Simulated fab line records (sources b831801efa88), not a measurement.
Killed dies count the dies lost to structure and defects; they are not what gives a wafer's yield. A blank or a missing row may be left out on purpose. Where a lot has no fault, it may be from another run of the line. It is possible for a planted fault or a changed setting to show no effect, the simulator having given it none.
fab line records ; flow sky130
record: lots: 6; wafers: 18; last_day: 50
route steps=708 shown VT_ADJUST_LVTN@110 VT_ADJUST_NCORE@119 PAD_OPEN@708
lots that met no fault: taken from a fault-free run of the same line
start_h: hours from the record's opening day to when the first of the lot's shown wafers began ; wait_h: time in hours since the lot's previous step ; " the same as in the row above ; L1.1+2: a single row standing in for several wafers ; - either no value or no given start ; * or withheld: withheld ; < > ~ a bound
route shown NAME@n: names a module that has steps shown in the file, with the first one's number in the route ; usual: mean and standard deviation over wafers with no fault ; same: alike in all rows ; chamber/n: place in a boat ; sites: readings site by site ; _std_site: their standard deviation ; _edge_site: mean of outer sites minus mean of inner sites ; radius_mm: how far each site lies from the wafer's centre ; mask NAME#n: copy n ; behind: the tool/chamber that last shaped the wafer ; hold: why the lot was held/for how many hours/how that ended ; device: names the non-switching transistor (n, p or np) ; end of line: the tests these same wafers got at the end of their route ; step lacking rows: just its recipe ; killed: dies that structure and defects cost at the first sort, which is not the same as the wafer's yield ; map: dies across one wafer; x = killed, . = not, _ = none there
set.NAME: the setting as run; set.NAME@STEP: as run at that earlier step ; model.NAME: the simulator's own value behind a step, which no gauge read
a table for each step, a row for each wafer; lots at some steps of the route
services: from which hour (start_h, from the record's first day; less than 0 if before it) a tool's chamber was out of use, for how many hours, and why
== steps ==
step: SKY_VT_ADJUST_LVTN_COAT_13
recipe: resist: NOVOLAK; spin_rpm: 3000; resist_thk_nm: 1140
step: SKY_VT_ADJUST_LVTN_SOFTBAKE_14
recipe: temp_c: 90; time_s: 60; resist: NOVOLAK
step: SKY_VT_ADJUST_LVTN_EXPOSE_15
recipe: mask_id: HVN_STD_DERIVED; na: 0.6; source_shape: conventional; sigma_outer: 0.6; polarization: unpolarized; target_cd_nm: 600; dose_mj: 163
step: SKY_VT_ADJUST_LVTN_PEB_16
recipe: temp_c: withheld; time_s: *; resist: NOVOLAK
step: SKY_VT_ADJUST_LVTN_DEVELOP_17
recipe: resist: NOVOLAK; developer: TMAH; develop_time_s: 60; dev_temp_c: 23
step: SKY_VT_ADJUST_LVTN_OVL_MEAS_18
usual: VT_ADJUST_LVTN_01_OVL: -0.3/1.4
lot.wafer;tool;chamber;start_h;wait_h;VT_ADJUST_LVTN_01_OVL[nm]
L326.3;overlay-02;-;183.77;0.1;-0.8
L326.5;overlay-02;-;183.77;0.1;1.6
L326.6;overlay-02;-;183.77;0.1;0.5
L331.1;overlay-02;-;209.98;0.1;2.4
L331.5;overlay-02;-;209.98;0.1;0.3
L331.6;overlay-02;-;209.98;0.1;-0.1
L339.3;overlay-02;-;263.66;0.1;-0.8
L339.4;overlay-02;-;263.66;0.1;-0.5
L339.5;overlay-02;-;263.66;0.1;-1.7
L340.4;overlay-02;-;270.83;0.1;1.8
L340.5;overlay-02;-;270.83;0.1;1.0
L340.6;overlay-02;-;270.83;0.1;-0.5
L344.1;overlay-02;-;298.93;0.1;0.0
L344.2;overlay-02;-;298.93;0.1;0.2
L344.5;overlay-02;-;298.93;0.1;-1.2
L347.1;overlay-02;-;315.30;0.1;-1.3
L347.5;overlay-02;-;315.30;0.1;2.0
L347.6;overlay-02;-;315.30;0.1;2.5
step: SKY_VT_ADJUST_LVTN_IMPLANT_19
recipe: species: B; energy_kev: 30; dose_cm2: 6.5e+11; tilt_deg: withheld
step: SKY_VT_ADJUST_LVTN_STRIP_20
recipe: chemistry: O2/N2; power_w: 1400; pressure_mtorr: 1500; platen_temp_c: withheld; o2_flow_sccm: 3000; n2_flow_sccm: 300; overash_fraction: 0.5
usual: drypump_motor_current_A: 5.73/0.15; oes_product_au: 0.715/0.0047; strip_time_to_endpoint_s: 14.19/0.045
lot.wafer;tool;chamber;start_h;wait_h;drypump_motor_current_A;oes_product_au;rf_hours_counter_h;strip_time_to_endpoint_s
L326.3;plasma_asher-01;0;183.98;0.1;5.48;0.708;-;14.18
L326.5;plasma_asher-01;0;183.98;0.1;5.47;0.713;-;14.24
L326.6;plasma_asher-01;1;183.98;0.1;5.44;0.718;-;14.19
L331.1;plasma_asher-01;0;210.17;0.1;5.46;0.716;52;14.28
L331.5;plasma_asher-01;1;210.17;0.1;5.44;0.718;-;14.29
L331.6;plasma_asher-01;0;210.17;0.1;5.47;0.705;-;14.27
L339.3;plasma_asher-03;1;263.87;0.1;5.87;0.714;-;14.16
L339.4;plasma_asher-03;0;263.87;0.1;5.67;0.711;-;14.25
L339.5;plasma_asher-03;1;263.87;0.1;5.86;0.718;-;14.17
L340.4;plasma_asher-02;0;271.03;0.1;5.81;0.714;-;14.20
L340.5;plasma_asher-02;1;271.03;0.1;5.87;0.720;-;14.18
L340.6;plasma_asher-02;0;271.03;0.1;5.82;0.715;-;14.15
L344.1;plasma_asher-03;0;299.12;0.1;5.71;0.718;17;14.22
L344.2;plasma_asher-03;1;299.12;0.1;5.89;0.718;17;14.20
L344.5;plasma_asher-03;0;299.12;0.1;5.69;0.717;-;14.20
L347.1;plasma_asher-03;1;315.48;0.1;5.84;0.713;19;14.22
L347.5;plasma_asher-03;1;315.48;0.1;5.83;0.716;-;14.21
L347.6;plasma_asher-03;0;315.48;0.1;5.73;0.714;-;14.24
step: SKY_VT_ADJUST_LVTN_TW_MEAS_21
usual: VT_ADJUST_LVTN_2_TW: 187.9/1.8
lot.wafer;tool;chamber;start_h;wait_h;VT_ADJUST_LVTN_2_TW
L326.3;film_metro-01;-;184.07;0.1;190.0
L326.5;film_metro-01;-;184.07;0.1;189.8
L326.6;film_metro-01;-;184.07;0.1;190.4
L331.1;film_metro-01;-;210.27;0.1;189.4
L331.5;film_metro-01;-;210.27;0.1;190.1
L331.6;film_metro-01;-;210.27;0.1;188.9
L339.3;film_metro-01;-;263.95;0.1;188.4
L339.4;film_metro-01;-;263.95;0.1;188.7
L339.5;film_metro-01;-;263.95;0.1;187.9
L340.4;film_metro-03;-;271.13;0.1;185.3
L340.5;film_metro-03;-;271.13;0.1;185.3
L340.6;film_metro-03;-;271.13;0.1;186.3
L344.1;film_metro-04;-;299.22;0.1;189.6
L344.2;film_metro-04;-;299.22;0.1;188.2
L344.5;film_metro-04;-;299.22;0.1;190.1
L347.1;film_metro-03;-;315.58;0.1;186.8
L347.5;film_metro-03;-;315.58;0.1;186.5
L347.6;film_metro-03;-;315.58;0.1;187.3
step: SKY_VT_ADJUST_NCORE_DEHYDRATE_00
recipe: temp_c: 200; time_s: 60
step: SKY_VT_ADJUST_NCORE_HMDS_01
recipe: prime_time_s: 60; prime_temp_c: 120
step: SKY_VT_ADJUST_NCORE_COAT_02
recipe: resist: NOVOLAK; spin_rpm: 3000; resist_thk_nm: 1140
step: SKY_VT_ADJUST_NCORE_SOFTBAKE_03
recipe: temp_c: 90; time_s: 60; resist: NOVOLAK
usual: heater_power_total_W: 56.60/0.048; run_length_s: 89.10/0.11
lot.wafer;tool;chamber;start_h;wait_h;heater_power_total_W;run_length_s
L326.3;litho_track-03;0;193.48;0.1;56.62;89.10
L326.5;litho_track-03;0;193.48;0.1;56.61;89.31
L326.6;litho_track-03;0;193.48;0.1;56.64;89.03
L331.1;litho_track-01;0;220.96;0.1;56.62;88.99
L331.5;litho_track-01;0;220.96;0.1;56.61;89.09
L331.6;litho_track-01;0;220.96;0.1;56.66;89.08
L339.3;litho_track-03;0;275.98;0.1;62.39;74.38
L339.4;litho_track-03;0;275.98;0.1;62.24;74.41
L339.5;litho_track-03;0;275.98;0.1;56.68;89.18
L340.4;litho_track-03;0;283.55;0.1;62.32;74.53
L340.5;litho_track-03;0;283.55;0.1;56.52;89.17
L340.6;litho_track-03;0;283.55;0.1;56.53;89.06
L344.1;litho_track-04;0;311.43;0.1;56.62;89.18
L344.2;litho_track-04;0;311.43;0.1;56.60;89.24
L344.5;litho_track-04;0;311.43;0.1;56.59;88.96
L347.1;litho_track-01;0;329.11;0.1;56.52;89.10
L347.5;litho_track-01;0;329.11;0.1;56.60;89.16
L347.6;litho_track-01;0;329.11;0.1;56.55;89.14
step: SKY_VT_ADJUST_NCORE_EXPOSE_04
recipe: mask_id: LVTN_COMPLEMENT_THIN; na: 0.6; source_shape: conventional; sigma_outer: 0.6; polarization: unpolarized; target_cd_nm: 380; dose_mj: 139
step: SKY_VT_ADJUST_NCORE_PEB_05
recipe: temp_c: withheld; time_s: *; resist: NOVOLAK
step: SKY_VT_ADJUST_NCORE_DEVELOP_06
recipe: resist: NOVOLAK; developer: TMAH; develop_time_s: 60; dev_temp_c: 23
lot.wafer;tool;chamber;start_h;wait_h;model.NOVOLAK_of_VT_ADJUST_NCORE_COAT_02.thk_nm
L326.3;litho_track-04;0;204.03;0.1;1138
L326.5+6;litho_track-04;0;204.03;0.1;1137
L331.1;litho_track-03;0;232.13;0.1;1150
L331.5;litho_track-03;0;232.13;0.1;1143
L331.6;litho_track-03;0;232.13;0.1;1149
L339.3;litho_track-04;0;287.43;0.1;1147
L339.4;litho_track-04;0;287.43;0.1;1148
L339.5;litho_track-04;0;287.43;0.1;1140
L340.4;litho_track-03;0;295.90;0.1;1142
L340.5;litho_track-03;0;295.90;0.1;1136
L340.6;litho_track-03;0;295.90;0.1;1140
L344.1;litho_track-04;0;323.78;0.1;1140
L344.2;litho_track-04;0;323.78;0.1;1139
L344.5;litho_track-04;0;323.78;0.1;1137
L347.1;litho_track-01;0;341.86;0.1;1144
L347.5+6;litho_track-01;0;341.86;0.1;1147
step: SKY_VT_ADJUST_NCORE_CD_MEAS_07
recipe: target_cd_nm: 380
usual: cd_nm: 379.4/2.9
lot.wafer;tool;chamber;start_h;wait_h;cd_nm
L326.3;cd_sem-02;-;204.17;0.1;383.4
L326.5;cd_sem-02;-;204.17;0.1;380.3
L326.6;cd_sem-02;-;204.17;0.1;380.3
L331.1;cd_sem-02;-;232.28;0.1;384.4
L331.5;cd_sem-02;-;232.28;0.1;384.3
L331.6;cd_sem-02;-;232.28;0.1;385.4
L339.3;cd_sem-02;-;287.57;0.1;380.8
L339.4;cd_sem-02;-;287.57;0.1;380.9
L339.5;cd_sem-02;-;287.57;0.1;382.3
L340.4;cd_sem-01;-;296.04;0.1;378.8
L340.5;cd_sem-01;-;296.04;0.1;380.9
L340.6;cd_sem-01;-;296.04;0.1;379.6
L344.1;cd_sem-02;-;323.93;0.1;374.2
L344.2;cd_sem-02;-;323.93;0.1;375.7
L344.5;cd_sem-02;-;323.93;0.1;375.2
L347.1;cd_sem-02;-;342.01;0.1;375.5
L347.5;cd_sem-02;-;342.01;0.1;372.5
L347.6;cd_sem-02;-;342.01;0.1;376.0
step: SKY_PAD_OPEN_PROBE_99
usual: killed_at_M0_to_M3: 43/6.8; killed_at_M4_up: 3.0/1.6; killed_at_contacts: 25/6; killed_at_front_end: 15/4.4; killed_at_other: 0.3/0.52; killed_dies: 86/9.6; killed_open: 47/6.7; killed_short: 39/6.8
same: gross_dies: 492; killed_at_back_side: 0
lot.wafer;tool;chamber;start_h;wait_h;killed_at_M0_to_M3;killed_at_M4_up;killed_at_contacts;killed_at_front_end;killed_at_other;killed_dies;killed_open;killed_short
L347.1;prober-01;-;1199.55;0.1;55;1;21;21;0;98;57;38
L347.5;prober-01;-;1199.75;0.2;45;2;31;22;0;100;52;48
L347.6;prober-01;-;1199.80;0.2;47;4;34;8;0;93;54;36
killed by level:class
L347.1 VIA1:geometric_particle:open=17 VIA3:geometric_particle:open=11 VIA1:geometric_particle:short=8 LI_CONTACT:geometric_particle:open=7 CONTACT:geometric_particle:open=7 POLY_GATE:geometric_particle:open=5 METAL1:geometric_particle:short=4 LOCAL_INTERCONNECT:geometric_particle:short=4
L347.5 VIA1:geometric_particle:open=11 LI_CONTACT:geometric_particle:open=9 POLY_GATE:geometric_particle:short=7 CONTACT:geometric_particle:short=7 CONTACT:geometric_particle:open=7 FIELD_ISO:geometric_particle:open=5 POLY_GATE:geometric_particle:open=5 VIA1:geometric_particle:short=5
L347.6 VIA1:geometric_particle:open=16 CONTACT:geometric_particle:open=15 VIA3:geometric_particle:open=6 LI_CONTACT:geometric_particle:short=6 VIA2:geometric_particle:open=6 LI_CONTACT:geometric_particle:open=5 METAL2:geometric_particle:short=5 METAL3:geometric_particle:short=4
== services ==
tool;chamber;start_h;hours;kind
plasma_asher-02;-;256.64;1.3;repair
plasma_asher-01;-;262.83;2.8;pm
plasma_asher-03;-;274.08;5.1;repair
plasma_asher-03;-;276.39;3.1;repair
== key ==
first_sign: step: SKY_VT_ADJUST_NCORE_SOFTBAKE_03; reading: run_length_s; direction: down; sigmas: 99+; usual: *; struck: *
effect: step: SKY_VT_ADJUST_NCORE_SOFTBAKE_03; reading: heater_power_total_W; direction: up; sigmas: 99+; usual: *; struck: *
model_effect: step: SKY_VT_ADJUST_NCORE_DEVELOP_06; value: NOVOLAK_of_VT_ADJUST_NCORE_COAT_02.thk_nm; without: 1139; struck: 1146
met_at SKY_VT_ADJUST_NCORE_SOFTBAKE_03
struck_wafers L339.3,L339.4,L340.4
tester_left_out L339,L340
onset_between 193.48 275.98
fault: kind: process_parameter_drift; tool: litho_track-03; chamber: -; onset_h: 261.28; steps: SKY_VT_ADJUST_NCORE_SOFTBAKE_03; channel: time_s; offset: *; shape: step; end_h: 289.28; scope: struck_wafers_only; acts_in: *; stated: *
tester_left_out: of these lots the tester's yield and bins aren't shown, on N5 and GAA mostly nor the transistor test; their killed dies are dies lost to structure and defects alone, not to doping, threshold or leakage, so they don't give the yield
